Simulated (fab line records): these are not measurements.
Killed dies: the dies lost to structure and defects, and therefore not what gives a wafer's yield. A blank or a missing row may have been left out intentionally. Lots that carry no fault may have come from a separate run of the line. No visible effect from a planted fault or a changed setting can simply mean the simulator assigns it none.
fab line records    flow sfq_line
record: lots: 6  wafers: 18  last_day: 82
route steps=325 shown M7@289 I7@296
lots that met no fault: taken from a fault-free run of the same line
start_h: the number of hours between the record's first day and the start of the first shown wafer of the lot    wait_h: hours since the lot's step before    " repeats the value in the row above    L1.1+2: a row that stands for several wafers    - no value, or no start was given    * or withheld: withheld    < > ~ a bound
route shown NAME@n: NAME is a module with steps in the file, n the number in the route of the first one    usual: average and standard deviation across the fault-free wafers    same: alike in all rows    chamber/n: place in a boat    sites: each site's reading    _std_site: the standard deviation of these    _edge_site: the outer-site mean with the inner-site mean subtracted    radius_mm: for every site, how far away it sits from the centre of the wafer    mask NAME#n: copy n    behind: tool/chamber where the wafer was last shaped    hold: what put the lot on hold/how long, in hours/how the hold closed    device: the transistor (n, p or np) that didn't switch    end of line: at the end of the route, the tests of the same wafers    for a step that has no rows: nothing shown but its recipe    killed: dies lost to structure and defects at the first sort, not the wafer's yield    map: dies across one wafer; x = killed, . = not, _ = none there
set.NAME: the setting as run; set.NAME@STEP: as run at that earlier step    model.NAME: the simulator's own value behind a step, which no gauge read
certain route steps with their lots: each step a table, each wafer a row
services: a tool's chamber out of use, with start hour (start_h, from the record's first day; less than 0 if before it), hours out, and reason
== steps ==
step: SFQ_TRILAYER_M7_LITHO_PEB_180
recipe: peb_temp_c: 115  peb_time_s: 60  resist: KrF
step: SFQ_TRILAYER_M7_LITHO_DEVELOP_179
recipe: time_s: 60  resist: KrF
step: SFQ_M7_OVL_MEAS_945
usual: M7_OVL: -2/5.3
lot.wafer  tool        chamber  start_h  wait_h  M7_OVL[nm]
L961.1     overlay-02  -        1644.03  0.1     -3
L961.4     "           -        "        "       -9
L961.5     "           -        "        "       -5
L962.1     overlay-02  -        1729.38  0.1     0
L962.2     "           -        "        "       2
L962.4     "           -        "        "       -2
L963.3     overlay-02  -        1730.59  0.1     -8
L963.4     "           -        "        "       -6
L963.6     "           -        "        "       -3
L978.2     overlay-01  -        1865.70  0.1     -7
L978.3     "           -        "        "       0
L978.5     "           -        "        "       2
L979.2     overlay-01  -        1870.50  0.1     -2
L979.4     "           -        "        "       -1
L979.6     "           -        "        "       -4
L981.1     overlay-01  -        1886.35  0.1     -6
L981.3     "           -        "        "       1
L981.5     "           -        "        "       -2
step: SFQ_TRILAYER_M7_BARC_OPEN_METAL_ETCH_229
recipe: mask_material: PR  chemistry: O2  target_depth_nm: 125  target: BARC  icp_w: 600  bias_w: 80  pressure_mtorr: 10  time_s: 41.7
step: SFQ_TRILAYER_M7_ETCH_METAL_ETCH_180
recipe: target: Nb  stop_on: SiO2  mask_material: PR  chemistry: Cl2/Ar  target_depth_nm: 240  icp_w: 600  bias_w: 80  pressure_mtorr: 10  time_s: 120
usual: drypump_motor_current_A: 5.4/0.33  oes_product_au: 0.892/0.0081
lot.wafer  tool          chamber  start_h  wait_h  drypump_motor_current_A  oes_product_au  rf_hours_counter_h
L961.1     rie_metal-03  0        1644.12  0.0     5.0                      0.894           76
L961.4     "             1        "        "       5.7                      0.883           -
L961.5     "             1        "        "       5.7                      0.886           -
L962.1     rie_metal-04  1        1729.47  0.0     5.2                      0.903           99
L962.2     "             0        "        "       5.5                      0.882           84
L962.4     "             1        "        "       5.2                      0.886           -
L963.3     rie_metal-01  1        1730.71  0.1     6.1                      0.874           -
L963.4     "             0        "        "       5.4                      0.886           -
L963.6     "             1        "        "       6.1                      0.889           -
L978.2     rie_metal-04  1        1865.79  0.0     5.2                      0.898           116
L978.3     "             0        "        "       5.5                      0.883           -
L978.5     "             0        "        "       5.5                      0.893           -
L979.2     rie_metal-01  0        1870.59  0.0     5.4                      0.890           43
L979.4     "             1        "        "       6.1                      0.897           -
L979.6     "             1        "        "       6.1                      0.895           -
L981.1     rie_metal-03  1        1886.44  0.0     5.7                      0.891           94
L981.3     "             0        "        "       5.0                      0.903           -
L981.5     "             0        "        "       5.0                      0.891           -
step: SFQ_TRILAYER_M7_STRIP_STRIP_181
recipe: gas: O2  power_w: 200  platen_temp_c: 40  overash_fraction: 0.65  chemistry: O2  pressure_mtorr: 50
usual: drypump_motor_current_A: 5.4/0.33  oes_product_au: 0.998/0.015
lot.wafer  tool          chamber  start_h  wait_h  drypump_motor_current_A  oes_product_au  rf_hours_counter_h
L961.1     rie_metal-03  0        1644.25  0.1     5.0                      1.015           76
L961.4     "             1        "        "       5.7                      0.978           -
L961.5     "             1        "        "       5.7                      0.982           -
L962.1     rie_metal-04  1        1729.60  0.1     5.2                      1.007           100
L962.2     "             0        "        "       5.5                      1.004           84
L962.4     "             1        "        "       5.2                      0.999           -
L963.3     rie_metal-01  1        1731.00  0.2     6.1                      0.994           -
L963.4     "             0        "        "       5.4                      0.966           -
L963.6     "             1        "        "       6.1                      1.002           -
L978.2     rie_metal-04  1        1865.92  0.1     5.2                      1.008           117
L978.3     "             0        "        "       5.5                      0.996           -
L978.5     "             0        "        "       5.5                      1.003           -
L979.2     rie_metal-01  0        1870.72  0.1     5.3                      0.977           43
L979.4     "             1        "        "       6.1                      1.002           -
L979.6     "             1        "        "       6.1                      0.994           -
L981.1     rie_metal-03  1        1886.57  0.1     5.7                      0.985           94
L981.3     "             0        "        "       5.0                      1.028           -
L981.5     "             0        "        "       5.0                      1.015           -
step: SFQ_TRILAYER_M7_STRIP_SOLV_CLEAN_182
recipe: chemistry: NMP  temp_c: 70  time_s: 600
step: SFQ_TRILAYER_I7_DEP_PECVD_183
recipe: material: SiO2  temp_c: 150  time_s: 111.11  pressure_torr: 2.4  rf_w: 183.3  precursor: SiH4/N2O  target_thk_nm: 500
usual: heater_power_w: 81/15  susceptor_temp_C: 150.00/0.14  throttle_valve_pct: 24.9/2.1
lot.wafer  tool      chamber  start_h  wait_h  heater_power_w  susceptor_temp_C  throttle_valve_pct
L961.1     pecvd-02  1        1645.23  0.0     90              150.01            22.7
L961.4     "         1        "        "       90              150.22            22.6
L961.5     "         0        "        "       66              149.66            24.5
L962.1     pecvd-02  2        1730.37  0.0     68              149.70            24.2
L962.2     "         1        "        "       88              149.89            22.7
L962.4     "         2        "        "       71              149.85            24.1
L963.3     pecvd-01  0        1731.57  0.0     69              150.01            26.9
L963.4     "         2        "        "       74              149.81            26.1
L963.6     "         1        "        "       118             149.93            28.9
L978.2     pecvd-02  2        1866.71  0.0     63              150.03            24.5
L978.3     "         0        "        "       72              150.04            24.9
L978.5     "         1        "        "       92              150.09            23.2
L979.2     pecvd-02  1        1871.53  0.0     81              150.05            23.0
L979.4     "         2        "        "       68              149.94            24.4
L979.6     "         0        "        "       77              150.21            25.0
L981.1     pecvd-02  2        1887.34  0.0     67              149.89            24.5
L981.3     "         0        "        "       79              149.73            25.0
L981.5     "         1        "        "       94              149.84            23.0
step: SFQ_TRILAYER_I7_CMP_CMP_184
recipe: material: SiO2  down_force_psi: 3  platen_rpm: 60  pad_velocity_m_s: 0.94248
usual: motor_current_A: 9.4/0.86  time_to_endpoint_s: 214/8.6
lot.wafer  tool    chamber  start_h  wait_h  motor_current_A  time_to_endpoint_s
L961.1     cmp-02  1        1651.95  6.7     10.3             209
L961.4     "       2        "        "       8.2              207
L961.5     "       2        1654.45  9.1     8.4              211
L962.4     cmp-02  3        1730.95  0.5     9.8              208
L962.1     "       0        "        "       8.8              224
L962.2     "       1        "        "       10.0             214
L963.4     cmp-01  0        1732.89  1.2     9.1              222
L963.3     "       2        1733.89  2.3     9.7              219
L963.6     "       0        1734.89  3.2     9.3              228
L978.2     cmp-01  1        1867.54  0.8     8.4              207
L978.3     "       2        "        "       10.1             199
L978.5     "       1        1869.54  2.8     8.7              208
L979.2     cmp-01  3        1871.60  0.0     11.1             207
L979.4     "       0        "        "       9.6              211
L979.6     "       0        1874.10  2.5     9.4              210
L981.3     cmp-01  0        1889.71  2.3     9.8              208
L981.1     "       1        "        "       8.6              210
L981.5     "       0        1891.71  4.3     9.9              209
step: SFQ_I7_BOW_MEAS_946
recipe: mode: bow
usual: I7_BOW: 9/13
lot.wafer  tool           chamber  start_h  wait_h  I7_BOW[um]
L961.1     film_metro-03  -        1654.95  2.5     2
L961.4     "              -        "        "       2
L961.5     "              -        "        "       -11
L962.1     film_metro-03  -        1733.45  1.5     16
L962.2     "              -        "        "       24
L962.4     "              -        "        "       20
L963.3     film_metro-02  -        1735.93  1.5     29
L963.4     "              -        "        "       37
L963.6     "              -        "        "       25
L978.2     film_metro-01  -        1870.56  2.5     32
L978.3     "              -        "        "       31
L978.5     "              -        "        "       29
L979.2     film_metro-03  -        1874.62  2.5     7
L979.4     "              -        "        "       4
L979.6     "              -        "        "       13
L981.1     film_metro-01  -        1892.71  2.0     13
L981.3     "              -        "        "       8
L981.5     "              -        "        "       0
step: SFQ_TRILAYER_I7_METRO_MEASURE_185
step: SFQ_TRILAYER_I7_VIA_LITHO_COAT_192
recipe: resist: BARC  spin_rpm: 3000  resist_thk_nm: 62
step: SFQ_TRILAYER_I7_VIA_LITHO_COAT_187
recipe: resist: KrF  spin_rpm: 3000  resist_thk_nm: 650
usual: exhaust_pa: 45.0/1.1  spin_speed_rpm: 2999.8/1.9
lot.wafer  tool            chamber  start_h  wait_h  exhaust_pa  spin_speed_rpm  model.KrF_of_TRILAYER_I7_VIA_LITHO_COAT_187.thk_nm
L961.1     litho_track-01  0        1656.57  0.2     44.0        2998.2          653.5
L961.4     "               0        "        "       45.0        3000.0          653.7
L961.5     "               0        "        "       45.4        2996.5          653.5
L962.1     litho_track-01  0        1735.07  0.2     45.2        3116.9          637
L962.2     "               0        "        "       45.6        3113.8          636.2
L962.4     "               0        "        "       44.2        3115.5          636.7
L963.3     litho_track-01  0        1737.61  0.2     46.0        3116.1          639.8
L963.4     "               0        "        "       46.9        3113.1          640.2
L963.6     "               0        "        "       45.3        3114.4          638.1
L978.2     litho_track-03  0        1872.21  0.2     45.1        2999.2          651
L978.3     "               0        "        "       45.7        2997.9          651.5
L978.5     "               0        "        "       44.4        2996.2          651.3
L979.2     litho_track-03  0        1876.27  0.2     45.0        3000.5          648.9
L979.4     "               0        "        "       44.8        2999.3          651.2
L979.6     "               0        "        "       45.1        2996.7          650.9
L981.1     litho_track-01  0        1894.33  0.2     46.3        2998.3          649.9
L981.3     "               0        "        "       47.7        3001.1          650
L981.5     "               0        "        "       46.0        3000.3          650.3
step: SFQ_TRILAYER_I7_VIA_LITHO_SOFTBAKE_191
recipe: temp_c: withheld  time_s: withheld  resist: KrF
step: SFQ_TRILAYER_I7_VIA_LITHO_EXPOSE_188
recipe: mask_id: I7  na: 0.6  source_shape: conventional  sigma_outer: 0.65  target_cd_nm: 1000  dose_mj: 21.3
step: SFQ_TRILAYER_I7_VIA_LITHO_PEB_190
recipe: peb_temp_c: 115  peb_time_s: 60  resist: KrF
step: SFQ_TRILAYER_I7_VIA_LITHO_DEVELOP_189
recipe: time_s: 60  resist: KrF
step: SFQ_I7_OVL_MEAS_947
usual: I7_OVL: -1/5.2
lot.wafer  tool        chamber  start_h  wait_h  I7_OVL[nm]
L961.1     overlay-02  -        1658.64  0.1     -4
L961.4     "           -        "        "       -6
L961.5     "           -        "        "       -4
L962.1     overlay-01  -        1749.56  0.1     7
L962.2     "           -        "        "       6
L962.4     "           -        "        "       11
L963.3     overlay-01  -        1750.77  0.1     -6
L963.4     "           -        "        "       -10
L963.6     "           -        "        "       -11
L978.2     overlay-01  -        1954.88  0.1     -5
L978.3     "           -        "        "       1
L978.5     "           -        "        "       2
L979.2     overlay-01  -        1959.68  0.1     3
L979.4     "           -        "        "       2
L979.6     "           -        "        "       -6
L981.1     overlay-02  -        1972.87  0.1     -4
L981.3     "           -        "        "       -4
L981.5     "           -        "        "       -7
step: SFQ_TRILAYER_I7_VIA_BARC_OPEN_VIA_ETCH_260
recipe: mask_material: PR  chemistry: O2  target_depth_nm: 125  target: BARC  source_w: 500  bias_w: 80  pressure_mtorr: 30  time_s: 41.7
step: SFQ_TRILAYER_I7_VIA_ETCH_VIA_ETCH_190
recipe: target: SiO2  stop_on: Nb  mask_material: PR  taper_deg: 20  chemistry: CHF3  target_depth_nm: 260  source_w: 500  bias_w: 80  pressure_mtorr: 30  time_s: withheld
usual: drypump_motor_current_A: 5.6/0.49  oes_product_au: 0.854/0.0051
lot.wafer  tool         chamber  start_h  wait_h  drypump_motor_current_A  oes_product_au  model.KrF_of_TRILAYER_I7_VIA_LITHO_COAT_187.thk_nm
L961.1     rie_diel-03  0        1658.72  0.0     5.3                      0.856           535
L961.4     "            3        "        "       5.2                      0.864           527.3
L961.5     "            3        "        "       5.2                      0.854           527.5
L962.1     rie_diel-04  1        1749.63  0.0     6.0                      0.850           512.3
L962.2     "            2        "        "       6.1                      0.857           515.8
L962.4     "            0        "        "       5.1                      0.847           517.6
L963.3     rie_diel-03  0        1750.83  0.0     5.3                      0.855           522
L963.4     "            2        "        "       5.7                      0.854           519.2
L963.6     "            1        "        "       6.8                      0.857           515.3
L978.2     rie_diel-02  2        1954.95  0.0     5.1                      0.850           529.9
L978.3     "            3        "        "       6.0                      0.855           528.8
L978.5     "            1        "        "       5.1                      0.858           531.3
L979.2     rie_diel-03  0        1959.75  0.0     5.3                      0.846           528.7
L979.4     "            2        "        "       5.7                      0.849           530.8
L979.6     "            1        "        "       6.7                      0.849           527.8
L981.1     rie_diel-02  2        1972.95  0.0     5.1                      0.848           529.9
L981.3     "            0        "        "       5.7                      0.858           525.1
L981.5     "            2        "        "       5.0                      0.853           529.8
step: SFQ_TRILAYER_I7_VIA_STRIP_STRIP_191
recipe: gas: O2  power_w: 200  platen_temp_c: 40  overash_fraction: 0.65  chemistry: O2  pressure_mtorr: 50
usual: drypump_motor_current_A: 5.47/0.3  oes_product_au: 0.999/0.015
lot.wafer  tool          chamber  start_h  wait_h  drypump_motor_current_A  oes_product_au  rf_hours_counter_h
L961.1     rie_metal-03  0        1658.83  -       5.00                     1.021           78
L961.4     "             1        "        "       5.68                     0.976           -
L961.5     "             0        "        "       5.02                     1.018           -
L962.1     rie_metal-02  1        1749.75  -       5.89                     0.998           112
L962.2     "             0        "        "       5.63                     1.011           96
L962.4     "             0        "        "       5.61                     1.009           -
L963.3     rie_metal-04  0        1751.15  -       5.50                     1.001           -
L963.4     "             1        "        "       5.17                     1.004           -
L963.6     "             0        "        "       5.49                     1.000           -
L978.2     rie_metal-03  1        1955.06  -       5.69                     0.974           105
L978.3     "             0        "        "       5.02                     0.998           -
L978.5     "             1        "        "       5.68                     0.982           -
L979.2     rie_metal-03  0        1959.86  -       5.00                     1.008           122
L979.4     "             0        "        "       5.02                     1.008           -
L979.6     "             0        "        "       5.01                     1.008           -
L981.1     rie_metal-03  0        1973.06  -       5.00                     1.018           124
L981.3     "             0        "        "       5.02                     1.016           -
L981.5     "             0        "        "       5.01                     1.016           -
== services ==
tool          chamber  start_h  hours  kind
rie_diel-02   -        1631.13  2.8    pm
cmp-02        -        1639.70  6.2    pm
pecvd-02      -        1648.35  6.0    pm
cmp-02        -        1668.41  3.4    repair
cmp-02        -        1677.50  0.4    repair
rie_diel-02   2        1688.46  3.9    repair
rie_diel-02   2        1699.65  7.1    repair
rie_metal-04  0        1703.98  21.4   repair
rie_metal-01  -        1747.45  2.8    pm
cmp-02        -        1749.65  14.0   pm
cmp-01        -        1756.56  1.3    repair
rie_metal-04  1        1760.67  2.3    repair
rie_metal-01  -        1763.33  2.4    repair
rie_diel-03   -        1764.99  15.6   pm
rie_metal-04  1        1789.57  9.1    repair
pecvd-02      1        1847.74  9.2    repair
rie_diel-03   0        1854.11  6.6    repair
rie_diel-03   1        1904.40  6.0    repair
rie_diel-03   2        1904.93  4.4    repair
rie_metal-03  -        1937.71  2.8    pm
rie_diel-03   1        1940.76  10.4   repair
cmp-01        -        1945.09  4.0    pm
rie_diel-03   0        1953.46  4.6    repair
cmp-01        -        1956.42  2.1    repair
== key ==
first_sign: step: SFQ_TRILAYER_I7_VIA_LITHO_COAT_187  reading: spin_speed_rpm  direction: up  sigmas: 61  usual: 2999.8  struck: 3115.0
effect none on later readings
model_effect: step: SFQ_TRILAYER_I7_VIA_LITHO_COAT_187  value: KrF_of_TRILAYER_I7_VIA_LITHO_COAT_187.thk_nm  without: 650  struck: 638
model_effect: step: SFQ_TRILAYER_I7_VIA_ETCH_VIA_ETCH_190  value: KrF_of_TRILAYER_I7_VIA_LITHO_COAT_187.thk_nm  without: 529  struck: 517
met_at SFQ_TRILAYER_I7_VIA_LITHO_COAT_187
struck_wafers L962.1,L962.2,L962.4,L963.3,L963.4,L963.6
onset_between 1656.57 1735.07
fault: kind: process_parameter_drift  tool: litho_track-01  chamber: -  onset_h: 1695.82  steps: SFQ_TRILAYER_I7_VIA_LITHO_COAT_187  channel: spin_rpm  offset: 114.07  shape: step  end_h: 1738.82  acts_in: these_recipes_only  stated: 3000
